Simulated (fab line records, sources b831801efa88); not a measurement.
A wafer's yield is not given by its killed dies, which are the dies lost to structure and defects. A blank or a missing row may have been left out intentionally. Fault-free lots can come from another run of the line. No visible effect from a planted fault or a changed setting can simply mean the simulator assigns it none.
The same fault as seen by 2 desks | flow sky130 | what lay behind the numbers comes last; until then each desk has only its own

AT THE METROLOGY DESK
What the gauges read for every lot (on any tool): the sampled wafers with a number, averaged. Any lot whose mean is over 4 standard deviations away from the usual mean is out of limits and marked OUT; that distance is given in the brackets.
Columns: A = VT_ADJUST_LVTN_OVL at SKY_VT_ADJUST_LVTN_OVL_MEAS_07, usual -0.5 nm; B = VT_ADJUST_PCH_TW at SKY_VT_ADJUST_PCH_TW_MEAS_10, usual 144.0; C = LDD_P_TW at SKY_LDD_P_TW_MEAS_11, usual 637; D = SD_N_RS at SKY_SD_N_RS_MEAS_16, usual 68.55 ohm/sq
lot  | first seen here | A    | B               | C   | D
L752 | day 6 16:44     | -0.7 | 145.1           | 635 | 68.51
L753 | day 7 04:38     | -0.6 | 144.0           | 642 | 68.43
L755 | day 7 13:35     | -0.6 | 144.4           | 641 | 68.54
L757 | day 8 05:51     | -1.4 | 144.3           | 635 | 68.50
L758 | day 8 13:42     | -3.4 | 143.9           | 642 | 68.64
L759 | day 8 17:38     | 2.8  | 143.8           | 634 | 68.65
L760 | day 8 21:37     | -0.4 | 144.7           | 640 | 68.46
L761 | day 9 07:56     | -1.8 | 145.2           | 639 | 68.51
L764 | day 10 04:07    | -1.4 | 143.8           | 627 | 68.63
L770 | day 12 01:08    | -0.9 | 130.1 (-20) OUT | 632 | 68.73
L771 | day 12 01:17    | -0.3 | 130.1 (-20) OUT | 642 | 68.60
L774 | day 12 20:29    | -1.5 | 143.4           | 640 | 68.31
L775 | day 13 04:11    | -1.4 | 143.9           | 640 | 68.51
This desk's result: L770, L771 out of limits, first on L770 (VT_ADJUST_PCH_TW at SKY_VT_ADJUST_PCH_TW_MEAS_10), day 16 12:25. L752, L753, L755, L757, L758, L759, L760, L761, L764, L774, L775: within limits.

THE TOOL OWNER'S DESK: implanter-03
SKY_VT_ADJUST_PCH_IMPLANT_08, tool's own readings: per-lot mean of the sampled wafers with a number, covering each lot this tool ran. Any lot whose mean is over 4 standard deviations away from the usual mean is out of limits and marked OUT; that distance is given in the brackets.
Columns: A = dose-ions-cm2 at SKY_VT_ADJUST_PCH_IMPLANT_08, usual 4.998e+11; B = end-station-pressure-torr at SKY_VT_ADJUST_PCH_IMPLANT_08, usual 4.99e-06 Torr; C = faraday-current-uA at SKY_VT_ADJUST_PCH_IMPLANT_08, usual 2.82
lot  | first seen here | A                           | B        | C
L753 | day 10 18:03    | 5.001e+11                   | 5.26e-06 | 2.82
L757 | day 11 23:37    | 4.997e+11                   | 5.12e-06 | 2.86
L759 | day 12 13:09    | 4.993e+11                   | 4.79e-06 | 2.75
L761 | day 13 05:01    | 4.997e+11                   | 5.10e-06 | 2.82
L770 | day 16 12:11    | 3.397e+11 (-99 or more) OUT | 5.06e-06 | 1.93 (-16) OUT
L771 | day 16 12:31    | 3.399e+11 (-99 or more) OUT | 5.23e-06 | 1.90 (-16) OUT
This desk's finding: out of limits on L770, L771; first on L770, day 16 12:11 (dose-ions-cm2 at SKY_VT_ADJUST_PCH_IMPLANT_08). L753, L757, L759, L761: within limits.

PUT TOGETHER
On L770, L771, at day 16 12:11, an alarm was possible from the tool owner's desk.
L770, L771 would have let the metrology desk raise an alarm at day 16 12:25.
The lots listed all ran SKY_VT_ADJUST_PCH_IMPLANT_08 on implanter-03.

WHAT WAS PUT IN BY THE SIMULATOR
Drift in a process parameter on implanter-03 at SKY_VT_ADJUST_PCH_IMPLANT_08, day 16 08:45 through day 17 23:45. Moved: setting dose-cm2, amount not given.
Shown lots that were struck: L770, L771.
Delay (hours) between the fault's onset and each desk's first out-of-limits reading: 3 at the tool owner's desk, 4 at the metrology desk.
